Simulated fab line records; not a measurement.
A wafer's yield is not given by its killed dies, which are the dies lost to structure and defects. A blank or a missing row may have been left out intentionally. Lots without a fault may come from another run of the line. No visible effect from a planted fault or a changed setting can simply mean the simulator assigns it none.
fab line records ; flow sky130 ; part 1 of 2: steps 1 to 38 of 42
[record] lots = 7; wafers = 18; lastDay = 50
route steps=708 shown SD_P@327 RES_XHIGH@332 SD_N@342 SALICIDE@361 LI_CONTACT@362 PAD_OPEN@708
lots with no fault: from the same line, run without faults
startH: hours from the record's opening day to when the first of the lot's shown wafers began ; waitH: hours elapsed since this lot's preceding step ; " the same as in the row above ; L1.1+2: a single row standing in for several wafers ; - either no value or no given start ; * or withheld: withheld ; < > ~ a bound
route shown NAME@n: names a module that has steps shown in the file, with the first one's number in the route ; usual: mean/standard deviation of fault-free wafers ; same: alike in all rows ; chamber/n: place in a boat ; sites: each site's reading ; _std_site: how widely they spread, as a standard deviation ; _edge_site: inner sites' mean taken away from outer sites' mean ; radiusMm: for every site, how far away it sits from the centre of the wafer ; mask NAME#n: copy n ; behind: the last tool/chamber to shape the wafer ; hold: reason for holding the lot/hours on hold/outcome of the hold ; device: transistor that didn't switch, given as n, p or np ; end of line: tests of these same wafers at the route's end ; a step without rows: its recipe alone ; killed: not the wafer's yield, but the dies lost to structure and defects at the first sort ; map: a wafer's dies, x killed, . not, _ none there
set.NAME: the setting as run; set.NAME@STEP: as run at that earlier step ; model.NAME: the simulator's own value behind a step, which no gauge read
a table for each step, a row for each wafer; lots at some steps of the route
services: the hour from which a tool's chamber was out of use, counted from the record's first day as startH (under 0 if before that day), plus the number of hours and why
[[steps]]
[step SKY_SD_P_CD_MEAS_07]
[recipe] targetCdNm = 380
[usual] cdNm = 380.1/2.1
lot.wafer;tool;chamber;startH;waitH;cdNm
L737.1;cdSem-02;-;593.36;0.1;375.6
L737.3;cdSem-02;-;593.36;0.1;380.8
L737.5;cdSem-02;-;593.36;0.1;378.8
L739.2;cdSem-01;-;620.26;0.1;384.4
L739.3;cdSem-01;-;620.26;0.1;382.6
L739.4;cdSem-01;-;620.26;0.1;380.4
L740.3;cdSem-01;-;622.20;0.1;378.4
L740.4;cdSem-01;-;622.20;0.1;380.0
L740.5;cdSem-01;-;622.20;0.1;380.3
L747.2;cdSem-01;-;682.58;0.1;381.1
L747.6;cdSem-01;-;682.58;0.1;383.2
L748.4;cdSem-02;-;692.86;0.1;378.6
L748.6;cdSem-02;-;692.86;0.1;380.1
L750.2;cdSem-02;-;702.13;0.1;378.1
L750.6;cdSem-02;-;702.13;0.1;378.2
L757.2;cdSem-01;-;753.28;0.1;379.2
L757.3;cdSem-01;-;753.28;0.1;378.4
L757.4;cdSem-01;-;753.28;0.1;377.6
[step SKY_SD_P_OVL_MEAS_08]
[usual] SD_P_OVL = -0.3/1.5
lot.wafer;tool;chamber;startH;waitH;SD_P_OVL[nm]
L737.1;overlay-02;-;593.48;0.1;0.1
L737.3;overlay-02;-;593.48;0.1;-0.7
L737.5;overlay-02;-;593.48;0.1;1.4
L739.2;overlay-01;-;620.37;0.1;-2.0
L739.3;overlay-01;-;620.37;0.1;-2.9
L739.4;overlay-01;-;620.37;0.1;-2.4
L740.3;overlay-02;-;622.29;0.1;-2.6
L740.4;overlay-02;-;622.29;0.1;-2.7
L740.5;overlay-02;-;622.29;0.1;-3.1
L747.2;overlay-02;-;682.68;0.1;-0.2
L747.6;overlay-02;-;682.68;0.1;-1.7
L748.4;overlay-02;-;692.93;0.1;-0.8
L748.6;overlay-02;-;692.93;0.1;0.4
L750.2;overlay-02;-;702.23;0.1;0.3
L750.6;overlay-02;-;702.23;0.1;0.0
L757.2;overlay-01;-;753.38;0.1;0.5
L757.3;overlay-01;-;753.38;0.1;-1.2
L757.4;overlay-01;-;753.38;0.1;-0.7
[step SKY_SD_P_IMPLANT_09]
[recipe] species = BF2; energyKev = 20; doseCm2 = 3e+15; tiltDeg = 0
[step SKY_SD_P_STRIP_10]
[recipe] chemistry = O2/N2; powerW = 1400; pressureMtorr = 1500; platenTempC = withheld; o2FlowSccm = 3000; n2FlowSccm = 300; overashFraction = 0.5
[usual] drypumpMotorCurrentA = 5.8/0.43; oesProductAu = 0.617/0.0047; stripTimeToEndpointS = 17.50/0.034
lot.wafer;tool;chamber;startH;waitH;drypumpMotorCurrentA;oesProductAu;rfHoursCounterH;stripTimeToEndpointS
L737.1;plasmaAsher-03;1;593.66;0.1;5.7;0.614;17;17.54
L737.3;plasmaAsher-03;1;593.66;0.1;5.7;0.620;-;17.47
L737.5;plasmaAsher-03;1;593.66;0.1;5.7;0.618;-;17.49
L739.2;plasmaAsher-03;1;620.55;0.1;5.7;0.616;19;17.52
L739.3;plasmaAsher-03;0;620.55;0.1;5.3;0.617;-;17.53
L739.4;plasmaAsher-03;1;620.55;0.1;5.7;0.621;-;17.56
L740.3;plasmaAsher-01;1;622.50;0.1;5.4;0.618;-;17.49
L740.4;plasmaAsher-01;0;622.50;0.1;5.5;0.616;-;17.48
L740.5;plasmaAsher-01;0;622.50;0.1;5.5;0.617;-;17.50
L747.2;plasmaAsher-02;0;682.86;0.1;6.2;0.621;101;17.49
L747.6;plasmaAsher-02;0;682.86;0.1;6.2;0.612;-;17.51
L748.4;plasmaAsher-03;0;693.14;0.1;5.3;0.624;-;17.50
L748.6;plasmaAsher-03;1;693.14;0.1;5.7;0.620;-;17.56
L750.2;plasmaAsher-02;1;702.41;0.1;6.5;0.613;103;17.56
L750.6;plasmaAsher-02;0;702.41;0.1;6.3;0.617;-;17.51
L757.2;plasmaAsher-03;0;753.56;0.1;5.3;0.616;33;17.50
L757.3;plasmaAsher-03;0;753.56;0.1;5.3;0.611;-;17.44
L757.4;plasmaAsher-03;1;753.56;0.1;5.7;0.626;-;17.48
[step SKY_SD_P_TW_MEAS_11]
[usual] SD_P_TW = 2839/16
lot.wafer;tool;chamber;startH;waitH;SD_P_TW
L737.1;filmMetro-02;-;593.76;0.1;2813
L737.3;filmMetro-02;-;593.76;0.1;2824
L737.5;filmMetro-02;-;593.76;0.1;2828
L739.2;filmMetro-04;-;620.66;0.1;2872
L739.3;filmMetro-04;-;620.66;0.1;2875
L739.4;filmMetro-04;-;620.66;0.1;2876
L740.3;filmMetro-03;-;622.58;0.1;2849
L740.4;filmMetro-03;-;622.58;0.1;2842
L740.5;filmMetro-03;-;622.58;0.1;2848
L747.2;filmMetro-04;-;682.97;0.1;2851
L747.6;filmMetro-04;-;682.97;0.1;2844
L748.4;filmMetro-03;-;693.23;0.1;2838
L748.6;filmMetro-03;-;693.23;0.1;2832
L750.2;filmMetro-03;-;702.52;0.1;2843
L750.6;filmMetro-03;-;702.52;0.1;2836
L757.2;filmMetro-03;-;753.67;0.1;2850
L757.3;filmMetro-03;-;753.67;0.1;2855
L757.4;filmMetro-03;-;753.67;0.1;2862
[step SKY_RES_XHIGH_DEHYDRATE_00]
[recipe] tempC = 200; timeS = 60
[step SKY_RES_XHIGH_HMDS_01]
[recipe] primeTimeS = 60; primeTempC = 120
[step SKY_RES_XHIGH_COAT_02]
[recipe] resist = NOVOLAK; spinRpm = 3000; resistThkNm = 1140
[step SKY_RES_XHIGH_SOFTBAKE_03]
[recipe] tempC = 90; timeS = 60; resist = NOVOLAK
[step SKY_RES_XHIGH_EXPOSE_04]
[recipe] maskId = URPM; na = 0.6; sourceShape = conventional; sigmaOuter = 0.6; polarization = unpolarized; targetCdNm = 1270; doseMj = 140
[step SKY_RES_XHIGH_PEB_05]
[recipe] tempC = withheld; timeS = *; resist = NOVOLAK
[step SKY_RES_XHIGH_DEVELOP_06]
[recipe] resist = NOVOLAK; developer = TMAH; developTimeS = 60; devTempC = 23
[step SKY_RES_XHIGH_IMPLANT_07]
[recipe] species = BF2; energyKev = 20; doseCm2 = 3.6e+14; tiltDeg = 0
[usual] doseIonsCm2 = 3.601e+14/3.8e+11; tiltDeg = -0.001/0.02
[same] implantIonAmu = 49
lot.wafer;tool;chamber;startH;waitH;doseIonsCm2;tiltDeg
L737.1;implanter-04;0;622.20;0.1;3.605e+14;-0.034
L737.3;implanter-04;0;622.20;0.1;3.607e+14;-0.041
L737.5;implanter-04;0;622.20;0.1;3.598e+14;0.012
L739.2;implanter-01;0;649.42;0.1;3.597e+14;-0.001
L739.3;implanter-01;0;649.42;0.1;3.606e+14;0.020
L739.4;implanter-01;0;649.42;0.1;3.6e+14;-0.004
L740.3;implanter-01;0;651.30;0.1;3.608e+14;-0.029
L740.4;implanter-01;0;651.30;0.1;3.598e+14;-0.020
L740.5;implanter-01;0;651.30;0.1;3.608e+14;0.010
L747.2;implanter-04;0;710.87;0.1;3.604e+14;-0.017
L747.6;implanter-04;0;710.87;0.1;3.61e+14;-0.022
L748.4;implanter-04;0;721.52;0.1;3.602e+14;0.030
L748.6;implanter-04;0;721.52;0.1;3.604e+14;0.005
L750.2;implanter-04;0;730.22;0.1;3.601e+14;-0.012
L750.6;implanter-04;0;730.22;0.1;3.598e+14;-0.045
L757.2;implanter-01;0;780.98;0.1;3.598e+14;-0.002
L757.3;implanter-01;0;780.98;0.1;3.601e+14;-0.035
L757.4;implanter-01;0;780.98;0.1;3.602e+14;0.002
[step SKY_RES_XHIGH_STRIP_08]
[recipe] chemistry = O2/N2; powerW = 1400; pressureMtorr = 1500; platenTempC = withheld; o2FlowSccm = 3000; n2FlowSccm = 300; overashFraction = 0.5
[usual] drypumpMotorCurrentA = 5.46/0.2; oesProductAu = 0.710/0.0045; stripTimeToEndpointS = 14.28/0.047
lot.wafer;tool;chamber;startH;waitH;drypumpMotorCurrentA;oesProductAu;rfHoursCounterH;stripTimeToEndpointS
L737.1;plasmaAsher-04;1;622.35;0.1;5.67;0.712;75;14.22
L737.3;plasmaAsher-04;1;622.35;0.1;5.67;0.715;-;14.23
L737.5;plasmaAsher-04;0;622.35;0.1;5.11;0.712;-;14.22
L739.2;plasmaAsher-01;0;649.55;0.1;5.51;0.709;54;14.25
L739.3;plasmaAsher-01;1;649.55;0.1;5.43;0.712;-;14.20
L739.4;plasmaAsher-01;0;649.55;0.1;5.54;0.709;-;14.23
L740.3;plasmaAsher-03;0;651.43;0.1;5.29;0.708;-;14.30
L740.4;plasmaAsher-03;1;651.43;0.1;5.67;0.704;-;14.29
L740.5;plasmaAsher-03;0;651.43;0.1;5.29;0.715;-;14.33
L747.2;plasmaAsher-03;1;711.00;0.1;5.69;0.717;28;14.38
L747.6;plasmaAsher-03;0;711.00;0.1;5.27;0.706;-;14.32
L748.4;plasmaAsher-01;1;721.63;0.1;5.45;0.713;-;14.27
L748.6;plasmaAsher-01;1;721.63;0.1;5.43;0.709;-;14.23
L750.2;plasmaAsher-03;0;730.34;0.1;5.29;0.704;30;14.30
L750.6;plasmaAsher-03;0;730.34;0.1;5.30;0.702;-;14.33
L757.2;plasmaAsher-01;1;781.11;0.1;5.45;0.706;68;14.24
L757.3;plasmaAsher-01;0;781.11;0.1;5.52;0.718;-;14.29
L757.4;plasmaAsher-01;1;781.11;0.1;5.43;0.712;-;14.26
[step SKY_RES_XHIGH_TW_MEAS_09]
[usual] RES_XHIGH_TW = 1644/9.3
lot.wafer;tool;chamber;startH;waitH;RES_XHIGH_TW
L737.1;filmMetro-04;-;622.45;0.1;1657
L737.3;filmMetro-04;-;622.45;0.1;1662
L737.5;filmMetro-04;-;622.45;0.1;1658
L739.2;filmMetro-03;-;649.66;0.1;1644
L739.3;filmMetro-03;-;649.66;0.1;1633
L739.4;filmMetro-03;-;649.66;0.1;1633
L740.3;filmMetro-03;-;651.52;0.1;1636
L740.4;filmMetro-03;-;651.52;0.1;1628
L740.5;filmMetro-03;-;651.52;0.1;1625
L747.2;filmMetro-02;-;711.11;0.1;1646
L747.6;filmMetro-02;-;711.11;0.1;1645
L748.4;filmMetro-03;-;721.73;0.1;1645
L748.6;filmMetro-03;-;721.73;0.1;1650
L750.2;filmMetro-03;-;730.47;0.1;1647
L750.6;filmMetro-03;-;730.47;0.1;1635
L757.2;filmMetro-03;-;781.22;0.1;1646
L757.3;filmMetro-03;-;781.22;0.1;1641
L757.4;filmMetro-03;-;781.22;0.1;1649
[step SKY_SD_N_DEHYDRATE_00]
[recipe] tempC = 200; timeS = 60
[step SKY_SD_N_HMDS_01]
[recipe] primeTimeS = 60; primeTempC = 120
[step SKY_SD_N_COAT_02]
[recipe] resist = NOVOLAK; spinRpm = 3000; resistThkNm = 1140
[step SKY_SD_N_SOFTBAKE_03]
[recipe] tempC = 90; timeS = 60; resist = NOVOLAK
[step SKY_SD_N_EXPOSE_04]
[recipe] maskId = NSDM; na = 0.6; sourceShape = conventional; sigmaOuter = 0.6; polarization = unpolarized; targetCdNm = 380; doseMj = 141
[step SKY_SD_N_PEB_05]
[recipe] tempC = withheld; timeS = *; resist = NOVOLAK
[step SKY_SD_N_DEVELOP_06]
[recipe] resist = NOVOLAK; developer = TMAH; developTimeS = 60; devTempC = 23
[step SKY_SD_N_CD_MEAS_07]
[recipe] targetCdNm = 380
[usual] cdNm = 379.2/2.3
lot.wafer;tool;chamber;startH;waitH;cdNm
L737.1;cdSem-01;-;651.18;0.2;384.2
L737.3;cdSem-01;-;651.18;0.2;381.0
L737.5;cdSem-01;-;651.18;0.2;383.5
L739.2;cdSem-02;-;677.77;0.1;384.8
L739.3;cdSem-02;-;677.77;0.1;380.0
L739.4;cdSem-02;-;677.77;0.1;381.6
L740.3;cdSem-02;-;680.13;0.1;377.3
L740.4;cdSem-02;-;680.13;0.1;378.5
L740.5;cdSem-02;-;680.13;0.1;378.9
L747.2;cdSem-01;-;738.67;0.1;379.4
L747.6;cdSem-01;-;738.67;0.1;376.0
L748.4;cdSem-01;-;749.75;0.1;377.5
L748.6;cdSem-01;-;749.75;0.1;380.1
L750.2;cdSem-02;-;756.81;0.1;378.1
L750.6;cdSem-02;-;756.81;0.1;380.0
L757.2;cdSem-01;-;808.17;0.1;382.9
L757.3;cdSem-01;-;808.17;0.1;379.6
L757.4;cdSem-01;-;808.17;0.1;380.7
[step SKY_SD_N_OVL_MEAS_08]
[usual] SD_N_OVL = -0.5/1.2
lot.wafer;tool;chamber;startH;waitH;SD_N_OVL[nm]
L737.1;overlay-02;-;651.30;0.1;2.4
L737.3;overlay-02;-;651.30;0.1;3.6
L737.5;overlay-02;-;651.30;0.1;0.8
L739.2;overlay-02;-;677.87;0.1;1.3
L739.3;overlay-02;-;677.87;0.1;1.1
L739.4;overlay-02;-;677.87;0.1;1.4
L740.3;overlay-01;-;680.22;0.1;-1.2
L740.4;overlay-01;-;680.22;0.1;-1.8
L740.5;overlay-01;-;680.22;0.1;-1.0
L747.2;overlay-02;-;738.77;0.1;1.8
L747.6;overlay-02;-;738.77;0.1;0.7
L748.4;overlay-02;-;749.83;0.1;0.7
L748.6;overlay-02;-;749.83;0.1;0.5
L750.2;overlay-01;-;756.92;0.1;-0.4
L750.6;overlay-01;-;756.92;0.1;-0.8
L757.2;overlay-02;-;808.27;0.1;-2.4
L757.3;overlay-02;-;808.27;0.1;-2.2
L757.4;overlay-02;-;808.27;0.1;-1.8
[step SKY_SD_N_IMPLANT_09]
[recipe] species = As; energyKev = 50; doseCm2 = 4e+15; tiltDeg = 0
[step SKY_SD_N_IMPLANT_10]
[recipe] species = P; energyKev = 20; doseCm2 = 1e+14; tiltDeg = 0
[step SKY_SD_N_STRIP_11]
[recipe] chemistry = O2/N2; powerW = 1400; pressureMtorr = 1500; platenTempC = withheld; o2FlowSccm = 3000; n2FlowSccm = 300; overashFraction = 0.5
[usual] drypumpMotorCurrentA = 5.9/0.48; oesProductAu = 0.527/0.0045; stripTimeToEndpointS = 22.56/0.051
lot.wafer;tool;chamber;startH;waitH;drypumpMotorCurrentA;oesProductAu;rfHoursCounterH;stripTimeToEndpointS
L737.1;plasmaAsher-04;1;651.63;0.1;5.6;0.524;78;22.53
L737.3;plasmaAsher-04;1;651.63;0.1;5.7;0.522;-;22.56
L737.5;plasmaAsher-04;1;651.63;0.1;5.7;0.529;-;22.53
L739.2;plasmaAsher-01;0;678.20;0.1;5.5;0.536;57;22.56
L739.3;plasmaAsher-01;0;678.20;0.1;5.5;0.529;-;22.59
L739.4;plasmaAsher-01;1;678.20;0.1;5.4;0.526;-;22.63
L740.3;plasmaAsher-02;0;680.58;0.1;6.3;0.527;-;22.54
L740.4;plasmaAsher-02;1;680.58;0.1;6.5;0.537;-;22.56
L740.5;plasmaAsher-02;1;680.58;0.1;6.5;0.526;-;22.54
L747.2;plasmaAsher-01;0;739.10;0.1;5.5;0.527;63;22.60
L747.6;plasmaAsher-01;0;739.10;0.1;5.5;0.520;-;22.63
L748.4;plasmaAsher-02;1;750.18;0.1;6.4;0.529;-;22.59
L748.6;plasmaAsher-02;1;750.18;0.1;6.5;0.526;-;22.57
L750.2;plasmaAsher-02;0;757.25;0.1;6.3;0.521;1;22.61
L750.6;plasmaAsher-02;1;757.25;0.1;6.5;0.530;-;22.62
L757.2;plasmaAsher-02;1;808.60;0.1;6.4;0.528;7;22.54
L757.3;plasmaAsher-02;1;808.60;0.1;6.4;0.523;-;22.55
L757.4;plasmaAsher-02;0;808.60;0.1;6.2;0.523;-;22.53
[step SKY_SD_N_TW_MEAS_12]
[usual] SD_N_TW = 4003/22
lot.wafer;tool;chamber;startH;waitH;SD_N_TW
L737.1;filmMetro-03;-;651.73;0.1;3969
L737.3;filmMetro-03;-;651.73;0.1;3991
L737.5;filmMetro-03;-;651.73;0.1;3999
L739.2;filmMetro-04;-;678.31;0.1;4006
L739.3;filmMetro-04;-;678.31;0.1;4021
L739.4;filmMetro-04;-;678.31;0.1;4054
L740.3;filmMetro-04;-;680.67;0.1;4014
L740.4;filmMetro-04;-;680.67;0.1;4041
L740.5;filmMetro-04;-;680.67;0.1;3999
L747.2;filmMetro-02;-;739.21;0.1;3999
L747.6;filmMetro-02;-;739.21;0.1;4017
L748.4;filmMetro-04;-;750.28;0.1;4006
L748.6;filmMetro-04;-;750.28;0.1;4003
L750.2;filmMetro-02;-;757.36;0.1;4016
L750.6;filmMetro-02;-;757.36;0.1;4027
L757.2;filmMetro-03;-;808.71;0.1;3995
L757.3;filmMetro-03;-;808.71;0.1;3977
L757.4;filmMetro-03;-;808.71;0.1;3982
[step SKY_SD_N_CLEAN_13]
[recipe] chemistry = SC1/SC2; mix = 1:4:20; tempC = 70; timeS = 150; dry = n2Spin
[step SKY_SD_N_RTA_14]
[recipe] tempC = 1075; timeS = 2; idleTempC = 650; rampUpCPerS = 150; rampDownCPerS = 90; ambient = N2
[usual] chamberO2Ppm = 1.995/0.02; lampPowerPct = 15.74/0.049; wafer_temp_C_max = 1078.0/1.3
[same] timeS = 2
lot.wafer;tool;chamber;startH;waitH;chamberO2Ppm;lampPowerPct;wafer_temp_C_max
L737.1;rtpAnneal-01;0;651.84;0.0;1.975;15.75;1078.0
L737.3;rtpAnneal-01;0;651.84;0.0;1.968;15.73;1078.8
L737.5;rtpAnneal-01;0;651.84;0.0;1.962;15.67;1076.4
L739.2;rtpAnneal-01;0;678.42;0.0;2.014;15.74;1078.2
L739.3;rtpAnneal-01;0;678.42;0.0;1.980;15.81;1078.5
L739.4;rtpAnneal-01;0;678.42;0.0;1.960;15.75;1077.3
L740.3;rtpAnneal-02;0;680.78;0.0;1.973;15.72;1078.9
L740.4;rtpAnneal-02;0;680.78;0.0;1.969;15.75;1077.8
L740.5;rtpAnneal-02;0;680.78;0.0;1.972;15.60;1077.9
L747.2;rtpAnneal-01;0;739.32;0.0;1.982;15.82;1078.0
L747.6;rtpAnneal-01;0;739.32;0.0;2.000;15.74;1077.8
L748.4;rtpAnneal-02;0;750.38;0.0;2.020;15.70;1077.1
L748.6;rtpAnneal-02;0;750.38;0.0;1.992;15.77;1076.6
L750.2;rtpAnneal-02;0;757.47;0.0;1.999;15.73;1077.3
L750.6;rtpAnneal-02;0;757.47;0.0;2.011;15.75;1079.8
L757.2;rtpAnneal-01;0;808.82;0.0;1.987;15.70;1078.7
L757.3;rtpAnneal-01;0;808.82;0.0;2.003;15.69;1078.5
L757.4;rtpAnneal-01;0;808.82;0.0;1.987;15.79;1078.6
[step SKY_SD_N_RS_MEAS_16]
[recipe] thkMeasGauge = four-point-probe
[usual] SD_N_RS = 68.63/0.11
lot.wafer;tool;chamber;startH;waitH;SD_N_RS[ohm/sq]
L737.1;filmMetro-03;-;652.02;0.1;68.84
L737.3;filmMetro-03;-;652.02;0.1;68.68
L737.5;filmMetro-03;-;652.02;0.1;68.61
L739.2;filmMetro-02;-;678.61;0.1;68.44
L739.3;filmMetro-02;-;678.61;0.1;68.56
L739.4;filmMetro-02;-;678.61;0.1;68.50
L740.3;filmMetro-04;-;680.97;0.1;68.54
L740.4;filmMetro-04;-;680.97;0.1;68.72
L740.5;filmMetro-04;-;680.97;0.1;68.75
L747.2;filmMetro-03;-;739.51;0.1;68.54
L747.6;filmMetro-03;-;739.51;0.1;68.52
L748.4;filmMetro-02;-;750.59;0.1;68.62
L748.6;filmMetro-02;-;750.59;0.1;68.73
L750.2;filmMetro-04;-;757.66;0.1;68.73
L750.6;filmMetro-04;-;757.66;0.1;68.65
L757.2;filmMetro-03;-;809.01;0.1;68.61
L757.3;filmMetro-03;-;809.01;0.1;68.69
L757.4;filmMetro-03;-;809.01;0.1;68.71
[step SKY_SD_N_RS_MEAS_17]
[recipe] thkMeasGauge = four-point-probe
[usual] SD_P_RS = 147.3/0.39
lot.wafer;tool;chamber;startH;waitH;SD_P_RS[ohm/sq]
L737.1;filmMetro-03;-;652.14;0.1;147.3
L737.3;filmMetro-03;-;652.14;0.1;147.4
L737.5;filmMetro-03;-;652.14;0.1;147.2
L739.2;filmMetro-02;-;678.73;0.1;146.9
L739.3;filmMetro-02;-;678.73;0.1;146.8
L739.4;filmMetro-02;-;678.73;0.1;147.5
L740.3;filmMetro-04;-;681.09;0.1;147.3
L740.4;filmMetro-04;-;681.09;0.1;147.3
L740.5;filmMetro-04;-;681.09;0.1;147.7
L747.2;filmMetro-03;-;739.63;0.1;146.7
L747.6;filmMetro-03;-;739.63;0.1;146.4
L748.4;filmMetro-02;-;750.71;0.1;147.0
L748.6;filmMetro-02;-;750.71;0.1;147.0
L750.2;filmMetro-04;-;757.78;0.1;147.9
L750.6;filmMetro-04;-;757.78;0.1;147.0
L757.2;filmMetro-03;-;809.13;0.1;147.7
L757.3;filmMetro-03;-;809.13;0.1;147.5
L757.4;filmMetro-03;-;809.13;0.1;147.8
[step SKY_SD_N_RS_MEAS_18]
[recipe] thkMeasGauge = four-point-probe
[usual] RES_XHIGH_RS = 333.7/1.3
lot.wafer;tool;chamber;startH;waitH;RES_XHIGH_RS[ohm/sq]
L737.1;filmMetro-03;-;652.26;0.1;335.3
L737.3;filmMetro-03;-;652.26;0.1;334.3
L737.5;filmMetro-03;-;652.26;0.1;334.2
L739.2;filmMetro-02;-;678.85;0.1;334.6
L739.3;filmMetro-02;-;678.85;0.1;334.1
L739.4;filmMetro-02;-;678.85;0.1;333.5
L740.3;filmMetro-04;-;681.21;0.1;336.7
L740.4;filmMetro-04;-;681.21;0.1;335.9
L740.5;filmMetro-04;-;681.21;0.1;336.7
L747.2;filmMetro-03;-;739.75;0.1;333.7
L747.6;filmMetro-03;-;739.75;0.1;335.3
L748.4;filmMetro-02;-;750.83;0.1;331.4
L748.6;filmMetro-02;-;750.83;0.1;333.8
L750.2;filmMetro-04;-;757.90;0.1;334.5
L750.6;filmMetro-04;-;757.90;0.1;336.4
L757.2;filmMetro-03;-;809.25;0.1;333.5
L757.3;filmMetro-03;-;809.25;0.1;332.3
L757.4;filmMetro-03;-;809.25;0.1;333.6
[step SKY_SALICIDE_CLEAN_00]
[recipe] chemistry = HF-last; timeS = 30; dilution = 100:1; dry = ipaMarangoni
[step SKY_LI_CONTACT_HDPCVD_00]
[recipe] material = PSG; targetThkNm = 930; sigmaOpenFrac = 0.3; timeS = 155; tempC = 600; sih4FlowSccm = 60; pressureMtorr = 6
[step SKY_LI_CONTACT_THK_MEAS_01]
[recipe] reads = PSG_of_LI_CONTACT_HDPCVD_00
[usual] LI_CONTACT_HDPCVD_THK = 935/11
lot.wafer;tool;chamber;startH;waitH;LI_CONTACT_HDPCVD_THK[nm]
L737.1;filmMetro-04;-;652.50;0.1;949
L737.3;filmMetro-04;-;652.50;0.1;941
L737.5;filmMetro-04;-;652.50;0.1;948
L739.2;filmMetro-02;-;679.14;0.1;939
L739.3;filmMetro-02;-;679.14;0.1;927
L739.4;filmMetro-02;-;679.14;0.1;950
L740.3;filmMetro-04;-;681.48;0.1;944
L740.4;filmMetro-04;-;681.48;0.1;939
L740.5;filmMetro-04;-;681.48;0.1;936
L747.2;filmMetro-03;-;739.98;0.1;922
L747.6;filmMetro-03;-;739.98;0.1;925
L748.4;filmMetro-03;-;751.04;0.0;941
L748.6;filmMetro-03;-;751.04;0.0;924
L750.2;filmMetro-04;-;758.13;0.1;948
L750.6;filmMetro-04;-;758.13;0.1;947
L757.2;filmMetro-02;-;809.48;0.1;915
L757.3;filmMetro-02;-;809.48;0.1;936
L757.4;filmMetro-02;-;809.48;0.1;917
[step SKY_LI_CONTACT_CMP_02]
[recipe] material = PSG; downForcePsi = 4; platenRpm = 60; padVelocityMS = 0.94248
[usual] motorCurrentA = 12.7/1.1; retainingRingPressureFrac = 1.000/0.0052; timeToEndpointS = 31/3.4
lot.wafer;tool;chamber;startH;waitH;motorCurrentA;retainingRingPressureFrac;timeToEndpointS
L737.3;cmp-02;0;652.61;0.1;15.2;0.998;41
L737.1;cmp-02;2;652.61;0.1;11.7;0.997;32
L737.5;cmp-02;3;652.61;0.1;10.4;1.005;34
L739.4;cmp-01;1;679.19;0.0;13.1;0.996;31
L739.2;cmp-01;2;679.19;0.0;12.9;0.997;36
L739.3;cmp-01;3;679.19;0.0;13.2;1.000;31
L740.3;cmp-01;1;681.57;0.1;13.7;0.996;30
L740.4;cmp-01;3;681.57;0.1;12.9;1.004;34
L740.5;cmp-01;0;681.57;0.1;12.1;0.997;33
L747.2;cmp-01;1;740.08;0.1;14.0;0.999;26
L747.6;cmp-01;1;740.08;0.1;13.0;1.004;28
L748.4;cmp-02;1;751.22;0.2;12.0;0.996;34
L748.6;cmp-02;2;751.22;0.2;12.8;1.000;27
L750.2;cmp-01;0;758.18;0.0;11.8;0.996;35
L750.6;cmp-01;1;758.18;0.0;12.7;0.995;28
L757.3;cmp-01;2;809.53;0.0;13.5;1.008;38
L757.4;cmp-01;3;809.53;0.0;12.8;1.000;32
L757.2;cmp-01;0;809.53;0.0;12.4;1.000;33
[step SKY_LI_CONTACT_BOW_MEAS_03]
[recipe] mode = bow
[usual] LI_CONTACT_BOW = 55/6.4
lot.wafer;tool;chamber;startH;waitH;LI_CONTACT_BOW[um]
L737.1;filmMetro-04;-;652.86;0.1;57
L737.3;filmMetro-04;-;652.86;0.1;45
L737.5;filmMetro-04;-;652.86;0.1;52
L739.2;filmMetro-04;-;679.51;0.2;62
L739.3;filmMetro-04;-;679.51;0.2;46
L739.4;filmMetro-04;-;679.51;0.2;57
L740.3;filmMetro-02;-;681.86;0.2;47
L740.4;filmMetro-02;-;681.86;0.2;65
L740.5;filmMetro-02;-;681.86;0.2;61
L747.2;filmMetro-03;-;740.35;0.2;51
L747.6;filmMetro-03;-;740.35;0.2;50
L748.4;filmMetro-02;-;751.43;0.2;59
L748.6;filmMetro-02;-;751.43;0.2;56
L750.2;filmMetro-03;-;758.50;0.3;59
L750.6;filmMetro-03;-;758.50;0.3;56
L757.2;filmMetro-04;-;809.85;0.2;57
L757.3;filmMetro-04;-;809.85;0.2;46
L757.4;filmMetro-04;-;809.85;0.2;64
